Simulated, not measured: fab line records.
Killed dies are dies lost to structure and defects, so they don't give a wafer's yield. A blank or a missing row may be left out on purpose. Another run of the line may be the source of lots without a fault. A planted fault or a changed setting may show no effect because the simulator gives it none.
Commonality check across tools :: flow sky130 :: Lots sampled 12, wafers sampled 36

== WHAT PROMPTED THE OPENING ==
SKY_SONOS_TUNNEL_TW_MEAS_12, reading SONOS_TUNNEL_TW: flagged on 2 of 12 lots. Wafers without a fault read 197.2, standard deviation 1.6.
Rule: a lot is flagged in two cases, either no wafer of it has a number, or all its wafers with numbers fall more than 4 standard deviations from that mean. All remaining lots are regarded as sound.

lot: L414
measured: day 12 05:39
on: film-metro-02
SONOS_TUNNEL_TW, wafer by wafer: 199.1 199.0 198.1
flag: 

lot: L416
measured: day 12 22:02
on: film-metro-04
SONOS_TUNNEL_TW, wafer by wafer: 198.0 199.4 198.7
flag: 

lot: L418
measured: day 13 21:50
on: film-metro-02
SONOS_TUNNEL_TW, wafer by wafer: 197.5 197.6 198.0
flag: 

lot: L420
measured: day 14 14:41
on: film-metro-04
SONOS_TUNNEL_TW, wafer by wafer: 197.7 197.5 197.8
flag: 

lot: L421
measured: day 14 18:23
on: film-metro-01
SONOS_TUNNEL_TW, wafer by wafer: 195.4 195.6 195.8
flag: 

lot: L422
measured: day 15 01:26
on: film-metro-04
SONOS_TUNNEL_TW, wafer by wafer: 198.6 197.6 199.0
flag: 

lot: L426
measured: day 16 21:23
on: film-metro-02
SONOS_TUNNEL_TW, wafer by wafer: 198.5 198.7 198.8
flag: 

lot: L427
measured: day 17 00:32
on: film-metro-02
SONOS_TUNNEL_TW, wafer by wafer: 155.7 157.0 156.3
flag: FLAGGED

lot: L431
measured: day 18 09:25
on: film-metro-02
SONOS_TUNNEL_TW, wafer by wafer: 156.1 157.1 156.4
flag: FLAGGED

lot: L434
measured: day 19 03:44
on: film-metro-02
SONOS_TUNNEL_TW, wafer by wafer: 198.8 199.0 197.6
flag: 

lot: L435
measured: day 19 15:52
on: film-metro-01
SONOS_TUNNEL_TW, wafer by wafer: 195.1 195.0 194.4
flag: 

lot: L436
measured: day 19 21:17
on: film-metro-01
SONOS_TUNNEL_TW, wafer by wafer: 193.5 195.5 194.7
flag: 
On average the flagged lots' numbers are 156.4, which is -40.8 against the usual, or -25 standard deviations.

== WHICH TOOL RAN EACH LOT ==
The record holds 2 process steps before the reading, out of a route of 708 steps. Read each cell as the tool, then ch plus the chambers that the sampled wafers visited, then the start.
lot: L414
flag: 
SKY_VT_ADJUST_LVTN_STRIP_20: plasma-asher-02 ch 0,1, day 8 07:17
SKY_SONOS_TUNNEL_IMPLANT_09: implanter-04 ch 0, day 12 05:13

lot: L416
flag: 
SKY_VT_ADJUST_LVTN_STRIP_20: plasma-asher-02 ch 0,1, day 8 23:17
SKY_SONOS_TUNNEL_IMPLANT_09: implanter-02 ch 0, day 12 21:35

lot: L418
flag: 
SKY_VT_ADJUST_LVTN_STRIP_20: plasma-asher-04 ch 1, day 9 17:59
SKY_SONOS_TUNNEL_IMPLANT_09: implanter-02 ch 0, day 13 21:26

lot: L420
flag: 
SKY_VT_ADJUST_LVTN_STRIP_20: plasma-asher-02 ch 0,1, day 10 07:35
SKY_SONOS_TUNNEL_IMPLANT_09: implanter-02 ch 0, day 14 14:17

lot: L421
flag: 
SKY_VT_ADJUST_LVTN_STRIP_20: plasma-asher-04 ch 0,1, day 10 11:47
SKY_SONOS_TUNNEL_IMPLANT_09: implanter-01 ch 0, day 14 17:58

lot: L422
flag: 
SKY_VT_ADJUST_LVTN_STRIP_20: plasma-asher-02 ch 0,1, day 10 16:23
SKY_SONOS_TUNNEL_IMPLANT_09: implanter-04 ch 0, day 15 01:02

lot: L426
flag: 
SKY_VT_ADJUST_LVTN_STRIP_20: plasma-asher-01 ch 0,1, day 12 05:46
SKY_SONOS_TUNNEL_IMPLANT_09: implanter-02 ch 0, day 16 21:01

lot: L427
flag: FLAGGED
SKY_VT_ADJUST_LVTN_STRIP_20: plasma-asher-01 ch 0,1, day 12 07:55
SKY_SONOS_TUNNEL_IMPLANT_09: implanter-02 ch 0, day 17 00:10

lot: L431
flag: FLAGGED
SKY_VT_ADJUST_LVTN_STRIP_20: plasma-asher-02 ch 0,1, day 13 11:56
SKY_SONOS_TUNNEL_IMPLANT_09: implanter-02 ch 0, day 18 09:01

lot: L434
flag: 
SKY_VT_ADJUST_LVTN_STRIP_20: plasma-asher-01 ch 0,1, day 14 02:23
SKY_SONOS_TUNNEL_IMPLANT_09: implanter-01 ch 0, day 19 03:19

lot: L435
flag: 
SKY_VT_ADJUST_LVTN_STRIP_20: plasma-asher-04 ch 0,1, day 14 12:59
SKY_SONOS_TUNNEL_IMPLANT_09: implanter-04 ch 0, day 19 15:26

lot: L436
flag: 
SKY_VT_ADJUST_LVTN_STRIP_20: plasma-asher-04 ch 0,1, day 14 17:20
SKY_SONOS_TUNNEL_IMPLANT_09: implanter-04 ch 0, day 19 20:34
What is done by these steps:
- SKY_VT_ADJUST_LVTN_STRIP_20: strips in O2/N2.
- SKY_SONOS_TUNNEL_IMPLANT_09
- SKY_SONOS_TUNNEL_TW_MEAS_12

== FLAGGED AGAINST TOTAL, ONE TOOL AT A TIME (gauges that did the reading follow at the end) ==
step: SKY_VT_ADJUST_LVTN_STRIP_20
tool: plasma-asher-01
lots run: 3
flagged: 1
share of the flagged lots: some
sound lots run after its first flagged lot: 1 (L434)

step: SKY_VT_ADJUST_LVTN_STRIP_20
tool: plasma-asher-02
lots run: 5
flagged: 1
share of the flagged lots: some
sound lots run after its first flagged lot: 0

step: SKY_VT_ADJUST_LVTN_STRIP_20
tool: plasma-asher-04
lots run: 4
flagged: 0
share of the flagged lots: none
sound lots run after its first flagged lot: -

step: SKY_SONOS_TUNNEL_IMPLANT_09
tool: implanter-01
lots run: 2
flagged: 0
share of the flagged lots: none
sound lots run after its first flagged lot: -

step: SKY_SONOS_TUNNEL_IMPLANT_09
tool: implanter-02
lots run: 6
flagged: 2
share of the flagged lots: all
sound lots run after its first flagged lot: 0

step: SKY_SONOS_TUNNEL_IMPLANT_09
tool: implanter-04
lots run: 4
flagged: 0
share of the flagged lots: none
sound lots run after its first flagged lot: -

step: SKY_SONOS_TUNNEL_TW_MEAS_12
tool: film-metro-01
lots run: 3
flagged: 0
share of the flagged lots: none
sound lots run after its first flagged lot: -

step: SKY_SONOS_TUNNEL_TW_MEAS_12
tool: film-metro-02
lots run: 6
flagged: 2
share of the flagged lots: all
sound lots run after its first flagged lot: 1 (L434)

step: SKY_SONOS_TUNNEL_TW_MEAS_12
tool: film-metro-04
lots run: 3
flagged: 0
share of the flagged lots: none
sound lots run after its first flagged lot: -

== WHAT IS ALLOWED BY THE TABLE ==
Rows of the table that ran all the flagged lots, 2 in number: implanter-02 at SKY_SONOS_TUNNEL_IMPLANT_09; film-metro-02 at SKY_SONOS_TUNNEL_TW_MEAS_12.
- implanter-02 at SKY_SONOS_TUNNEL_IMPLANT_09: 2 of its 6 lots flagged. Last sound lot L426 at day 16 21:01, first flagged lot L427 at day 17 00:10; a fault beginning in between fits. Its own readings lie more than 4 standard deviations out on every wafer of the flagged lots: dose-ions-cm2, faraday-current-uA.
- film-metro-02 at SKY_SONOS_TUNNEL_TW_MEAS_12: 2 of its 6 lots flagged. After the first flagged lot (L434), sound lots still ran on it; a lasting fault on the whole tool would not permit that.
implanter-02 at SKY_SONOS_TUNNEL_IMPLANT_09 is the single tool remaining.

== WHAT THE SIMULATOR PUT IN ==
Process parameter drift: implanter-02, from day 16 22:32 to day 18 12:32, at SKY_SONOS_TUNNEL_IMPLANT_09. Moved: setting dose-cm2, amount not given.
Lots struck among those shown: L427, L431. Same finding as the rule above.
